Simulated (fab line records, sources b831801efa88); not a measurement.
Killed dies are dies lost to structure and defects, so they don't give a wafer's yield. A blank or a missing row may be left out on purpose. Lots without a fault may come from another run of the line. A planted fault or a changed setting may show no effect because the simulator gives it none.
Chamber matching | flow gf180mcu | GF_V5_CVD_02 on pecvd-03: 3 sister chambers
The step deposits SiO2 from TEOS, target thk 1450 nm, time 163.28 s. 6 wafers are shown with their chamber, then 10 later ones without.

WAFERS WITH THEIR CHAMBER
wafer  | chamber | heater_power_w (W)
L086.5 | 1       | 797
L094.1 | 0       | 827
L094.2 | 1       | 669
L094.3 | 2       | 732
L094.4 | 0       | 676
L094.5 | 2       | 596

WAFERS WITHOUT THEIR CHAMBER
wafer  | heater_power_w (W)
L094.6 | 766
L095.1 | 824
L095.3 | 771
L095.6 | 691
L096.1 | 749
L096.2 | 682
L096.3 | 829
L096.4 | 663
L096.5 | 758
L096.6 | 582

WHICH CHAMBER EACH WENT THROUGH
wafer  | from the rows above          | in truth
L094.6 | can't be placed: 0 or 1 or 2 | 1
L095.1 | can't be placed: 0 or 1 or 2 | 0
L095.3 | can't be placed: 0 or 1 or 2 | 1
L095.6 | can't be placed: 2 or 1 or 0 | 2
L096.1 | can't be placed: 0 or 1 or 2 | 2
L096.2 | can't be placed: 2 or 1 or 0 | 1
L096.3 | can't be placed: 0 or 1 or 2 | 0
L096.4 | can't be placed: 2 or 1 or 0 | 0
L096.5 | can't be placed: 0 or 1 or 2 | 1
L096.6 | can't be placed: 2 or 1 or 0 | 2
Placed correctly: 0 of 10. Can't be placed from these rows: 10 (the true chamber is among the candidates in 10). Placed wrongly: 0.
How it was worked out, from the rows above alone: a wafer's distance from a chamber is the root of the sum, over the readings, of the square of ((its reading less the chamber's mean) divided by the reading's scatter). The wafer belongs to the nearest chamber; if the next one is less than 2 further off, it can't be placed. A chamber's mean is the mean of its shown wafers. The scatter: the root of (the sum of the squares of (reading less its chamber's mean) over the shown wafers, divided by (wafers less chambers)).
